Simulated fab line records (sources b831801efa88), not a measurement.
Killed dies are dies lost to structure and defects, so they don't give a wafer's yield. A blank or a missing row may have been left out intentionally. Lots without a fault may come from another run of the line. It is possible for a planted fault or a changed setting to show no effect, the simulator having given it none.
fab line records || flow sky130
record {"lots": 14, "wafers": 40, "lastDay": 51}
route steps=708 shown LDD_P@261
lots that met no fault: taken from a fault-free run of the same line
startH: the number of hours between the record's first day and the start of the first shown wafer of the lot || waitH: hours from the lot's prior step to this one || " repeats the value in the row above || L1.1+2: one row covering several wafers at once || - either no value or no given start || * or withheld: withheld || < > ~ a bound
route shown NAME@n: NAME is a module with steps in the file, n the number in the route of the first one || usual: mean/standard deviation of fault-free wafers || same: alike in all rows || chamber/n: place in a boat || sites: each site's reading || _std_site: standard deviation of those values || _edge_site: outer sites' mean less inner sites' || radiusMm: how far each site lies from the wafer's centre || mask NAME#n: copy n || behind: the most recent tool/chamber to have shaped the wafer || hold: the reason the lot was held/the length of the hold in hours/how it ended || device: whichever transistor did not switch (one of n, p or np) || end of line: tests run on the same wafers once the route is complete || where a step has no rows: the recipe by itself || killed: not the wafer's yield, but the dies lost to structure and defects at the first sort || map: a wafer's dies, x killed, . not, _ none there
set.NAME: setting as actually run; set.NAME@STEP: the setting as run at that earlier step || model.NAME: the simulator's own value behind a step, which no gauge read
the route's steps for a sample of lots (tables are steps, rows are wafers)
services: from which hour (startH, from the record's first day; less than 0 if before it) a tool's chamber was out of use, for how many hours, and why
## steps
# step SKY_LDD_P_DEVELOP_06
# recipe {"resist": "NOVOLAK", "developer": "TMAH", "developTimeS": 60, "devTempC": 23}
{"lot.wafer": "L788.1+3+5", "tool": "lithoTrack-01", "chamber": 0, "startH": 467.61, "waitH": 0.1}
{"lot.wafer": "L789.1+5+6", "tool": "lithoTrack-04", "chamber": 0, "startH": 468.72, "waitH": 0.1}
{"lot.wafer": "L790.3+5+6", "tool": "lithoTrack-03", "chamber": 0, "startH": 475.39, "waitH": 0.1}
{"lot.wafer": "L791.1+4+5", "tool": "lithoTrack-01", "chamber": 0, "startH": 485.16, "waitH": 0.1}
{"lot.wafer": "L792.1+2+3", "tool": "lithoTrack-03", "chamber": 0, "startH": 492.84, "waitH": 0.1}
{"lot.wafer": "L793.1+3+4", "tool": "lithoTrack-03", "chamber": 0, "startH": 497.04, "waitH": 0.1}
{"lot.wafer": "L794.1+2+3", "tool": "lithoTrack-04", "chamber": 0, "startH": 512.67, "waitH": 0.1}
{"lot.wafer": "L795.1+2+3", "tool": "lithoTrack-01", "chamber": 0, "startH": 513.31, "waitH": 0.1}
{"lot.wafer": "L796.1+5+6", "tool": "lithoTrack-04", "chamber": 0, "startH": 522.32, "waitH": 0.1}
{"lot.wafer": "L797.3+4+5", "tool": "lithoTrack-03", "chamber": 0, "startH": 541.84, "waitH": 0.1}
{"lot.wafer": "L798.4+5+6", "tool": "lithoTrack-01", "chamber": 0, "startH": 546.44, "waitH": 0.1}
{"lot.wafer": "L804.5+6", "tool": "lithoTrack-01", "chamber": 0, "startH": 591.46, "waitH": 0.1}
{"lot.wafer": "L806.2+6", "tool": "lithoTrack-01", "chamber": 0, "startH": 608.08, "waitH": 0.1}
{"lot.wafer": "L810.1+3+5", "tool": "lithoTrack-04", "chamber": 0, "startH": 641.52, "waitH": 0.1}
# step SKY_LDD_P_CD_MEAS_07
# recipe {"targetCdNm": 380}
# usual {"cdNm": "380.8/2.5"}
{"lot.wafer": "L788.1", "tool": "cdSem-01", "chamber": "-", "startH": 467.76, "waitH": 0.1, "cdNm": 380.6}
{"lot.wafer": "L788.3", "tool": "cdSem-01", "chamber": "-", "startH": 467.76, "waitH": 0.1, "cdNm": 381.9}
{"lot.wafer": "L788.5", "tool": "cdSem-01", "chamber": "-", "startH": 467.76, "waitH": 0.1, "cdNm": 380.1}
{"lot.wafer": "L789.1", "tool": "cdSem-01", "chamber": "-", "startH": 468.87, "waitH": 0.1, "cdNm": 380.1}
{"lot.wafer": "L789.5", "tool": "cdSem-01", "chamber": "-", "startH": 468.87, "waitH": 0.1, "cdNm": 381.3}
{"lot.wafer": "L789.6", "tool": "cdSem-01", "chamber": "-", "startH": 468.87, "waitH": 0.1, "cdNm": 380.7}
{"lot.wafer": "L790.3", "tool": "cdSem-01", "chamber": "-", "startH": 475.53, "waitH": 0.1, "cdNm": 385.2}
{"lot.wafer": "L790.5", "tool": "cdSem-01", "chamber": "-", "startH": 475.53, "waitH": 0.1, "cdNm": 382.5}
{"lot.wafer": "L790.6", "tool": "cdSem-01", "chamber": "-", "startH": 475.53, "waitH": 0.1, "cdNm": 382.5}
{"lot.wafer": "L791.1", "tool": "cdSem-02", "chamber": "-", "startH": 485.36, "waitH": 0.2, "cdNm": 381.2}
{"lot.wafer": "L791.4", "tool": "cdSem-02", "chamber": "-", "startH": 485.36, "waitH": 0.2, "cdNm": 383.1}
{"lot.wafer": "L791.5", "tool": "cdSem-02", "chamber": "-", "startH": 485.36, "waitH": 0.2, "cdNm": 380.1}
{"lot.wafer": "L792.1", "tool": "cdSem-02", "chamber": "-", "startH": 492.99, "waitH": 0.1, "cdNm": 376.3}
{"lot.wafer": "L792.2", "tool": "cdSem-02", "chamber": "-", "startH": 492.99, "waitH": 0.1, "cdNm": 379.1}
{"lot.wafer": "L792.3", "tool": "cdSem-02", "chamber": "-", "startH": 492.99, "waitH": 0.1, "cdNm": 377.5}
{"lot.wafer": "L793.1", "tool": "cdSem-02", "chamber": "-", "startH": 497.19, "waitH": 0.1, "cdNm": 386.4}
{"lot.wafer": "L793.3", "tool": "cdSem-02", "chamber": "-", "startH": 497.19, "waitH": 0.1, "cdNm": 385.6}
{"lot.wafer": "L793.4", "tool": "cdSem-02", "chamber": "-", "startH": 497.19, "waitH": 0.1, "cdNm": 385.8}
{"lot.wafer": "L794.1", "tool": "cdSem-02", "chamber": "-", "startH": 512.82, "waitH": 0.1, "cdNm": 381.4}
{"lot.wafer": "L794.2", "tool": "cdSem-02", "chamber": "-", "startH": 512.82, "waitH": 0.1, "cdNm": 379.6}
{"lot.wafer": "L794.3", "tool": "cdSem-02", "chamber": "-", "startH": 512.82, "waitH": 0.1, "cdNm": 379.9}
{"lot.wafer": "L795.1", "tool": "cdSem-02", "chamber": "-", "startH": 513.46, "waitH": 0.1, "cdNm": 380.3}
{"lot.wafer": "L795.2", "tool": "cdSem-02", "chamber": "-", "startH": 513.46, "waitH": 0.1, "cdNm": 383.0}
{"lot.wafer": "L795.3", "tool": "cdSem-02", "chamber": "-", "startH": 513.46, "waitH": 0.1, "cdNm": 382.2}
{"lot.wafer": "L796.1", "tool": "cdSem-01", "chamber": "-", "startH": 522.47, "waitH": 0.1, "cdNm": 380.3}
{"lot.wafer": "L796.5", "tool": "cdSem-01", "chamber": "-", "startH": 522.47, "waitH": 0.1, "cdNm": 382.9}
{"lot.wafer": "L796.6", "tool": "cdSem-01", "chamber": "-", "startH": 522.47, "waitH": 0.1, "cdNm": 383.9}
{"lot.wafer": "L797.3", "tool": "cdSem-01", "chamber": "-", "startH": 541.98, "waitH": 0.1, "cdNm": 381.0}
{"lot.wafer": "L797.4", "tool": "cdSem-01", "chamber": "-", "startH": 541.98, "waitH": 0.1, "cdNm": 381.0}
{"lot.wafer": "L797.5", "tool": "cdSem-01", "chamber": "-", "startH": 541.98, "waitH": 0.1, "cdNm": 382.6}
{"lot.wafer": "L798.4", "tool": "cdSem-02", "chamber": "-", "startH": 546.57, "waitH": 0.1, "cdNm": 375.8}
{"lot.wafer": "L798.5", "tool": "cdSem-02", "chamber": "-", "startH": 546.57, "waitH": 0.1, "cdNm": 379.9}
{"lot.wafer": "L798.6", "tool": "cdSem-02", "chamber": "-", "startH": 546.57, "waitH": 0.1, "cdNm": 377.2}
{"lot.wafer": "L804.5", "tool": "cdSem-01", "chamber": "-", "startH": 591.59, "waitH": 0.1, "cdNm": 401.2}
{"lot.wafer": "L804.6", "tool": "cdSem-01", "chamber": "-", "startH": 591.59, "waitH": 0.1, "cdNm": 401.8}
{"lot.wafer": "L806.2", "tool": "cdSem-02", "chamber": "-", "startH": 608.23, "waitH": 0.1, "cdNm": 379.9}
{"lot.wafer": "L806.6", "tool": "cdSem-02", "chamber": "-", "startH": 608.23, "waitH": 0.1, "cdNm": 400.4}
{"lot.wafer": "L810.1", "tool": "cdSem-01", "chamber": "-", "startH": 641.67, "waitH": 0.1, "cdNm": 385.1}
{"lot.wafer": "L810.3", "tool": "cdSem-01", "chamber": "-", "startH": 641.67, "waitH": 0.1, "cdNm": 382.1}
{"lot.wafer": "L810.5", "tool": "cdSem-01", "chamber": "-", "startH": 641.67, "waitH": 0.1, "cdNm": 386.5}
## services
{"tool": "lithoTrack-04", "chamber": "-", "startH": 443.95, "hours": "-", "kind": "consumableReplace:filter"}
{"tool": "lithoTrack-03", "chamber": "-", "startH": 456.50, "hours": "-", "kind": "consumableReplace:filter"}
## key
firstSign {"step": "SKY_LDD_P_CD_MEAS_07", "reading": "cdNm", "direction": "up", "sigmas": 8.2, "usual": 380.8, "struck": 401.2}
effect none on later readings
metAt SKY_LDD_P_DEVELOP_06
struckLots L804,L806
struckWafers L804.5,L804.6,L806.6
sortLeftOut L804.5,L804.6,L806.6
testerLeftOut L804,L806
onsetBetween 546.44 591.46
fault {"kind": "processParameterDrift", "tool": "lithoTrack-01", "chamber": "-", "onsetH": 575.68, "steps": "SKY_LDD_P_DEVELOP_06", "channel": "developTimeS", "offset": "*", "shape": "step", "endH": 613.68, "scope": "struckWafersOnly", "actsIn": "*", "stated": "*"}
# testerLeftOut: of these lots the tester's yield and bins aren't shown, on N5 and GAA mostly nor the transistor test; their killed dies are dies lost to structure and defects alone, not to doping, threshold or leakage, so they don't give the yield
# sortLeftOut: the simulated sort isn't trusted on such a fault, so these wafers' sort isn't shown, and their yield isn't known
